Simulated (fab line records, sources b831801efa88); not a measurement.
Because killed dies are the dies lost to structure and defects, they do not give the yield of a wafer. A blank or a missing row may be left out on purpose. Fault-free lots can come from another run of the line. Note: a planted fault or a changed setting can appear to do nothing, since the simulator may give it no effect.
The same fault as seen by 2 desks	flow sky130	each desk holds nothing but its own numbers, with what lay behind them at the end

## AT THE METROLOGY DESK
Means of the sampled wafers that have a number, per lot and without regard to the tool the lot ran on: this is what the gauges read. Marked OUT: a lot whose mean sits more than 4 standard deviations from the usual mean, which makes it out of limits; the brackets give that distance.
Columns: A = METAL2_ALCU_THK at SKY_METAL2_THK_MEAS_06, usual 251.9 nm
lot	first seen here	A
L600	day 33 19:47	250.4
L601	day 34 02:05	252.0
L602	day 34 18:35	254.2
L605	day 35 11:17	253.9
L606	day 36 04:52	252.7
L611	day 37 14:13	251.8
L612	day 37 19:29	248.6
L613	day 38 01:47	249.7
L617	day 39 02:26	246.9
L618	day 39 12:43	255.6
L620	day 40 02:55	251.3
L621	day 40 07:58	248.7
L623	day 40 17:11	254.0
Finding of this desk: none of the 13 lots has anything out of limits.

## THE TOOL OWNER'S DESK: litho_track-04
The tool's own readings at SKY_LDD_P_DEVELOP_06 (develop time 60 s): means of the sampled wafers that have a number, for each lot that ran on this tool. Marked OUT: a lot whose mean sits more than 4 standard deviations from the usual mean, which makes it out of limits; the brackets give that distance.
Columns: A = developer_temp_C at SKY_LDD_P_DEVELOP_06, usual 23.00 C; B = exhaust_pa at SKY_LDD_P_DEVELOP_06, usual 45.1 Pa
lot	first seen here	A	B
L600	day 18 19:39	23.11	45.9
L606	day 21 15:51	23.10	44.2
L612	day 23 13:00	25.26 (+21) OUT	44.4
L613	day 23 20:21	25.23 (+20) OUT	45.9
This desk's finding: out of limits on L612, L613; first on L612, day 23 13:00 (developer_temp_C at SKY_LDD_P_DEVELOP_06). In limits: L600, L606.

## ALL TOGETHER
An alarm could have come from the tool owner's desk at day 23 13:00, on L612, L613.
Nothing out of limits was seen by the metrology desk.
The metrology desk has L612, L613 on record, within its limits.
All the named lots went through SKY_LDD_P_DEVELOP_06 on litho_track-04.

## WHAT THE SIMULATOR HAD INSERTED
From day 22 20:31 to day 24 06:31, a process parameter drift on litho_track-04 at SKY_LDD_P_DEVELOP_06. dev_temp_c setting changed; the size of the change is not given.
Struck lots among those shown: L612, L613.
Time in hours from fault onset to the first out-of-limits reading at each desk: the tool owner's desk, 16.
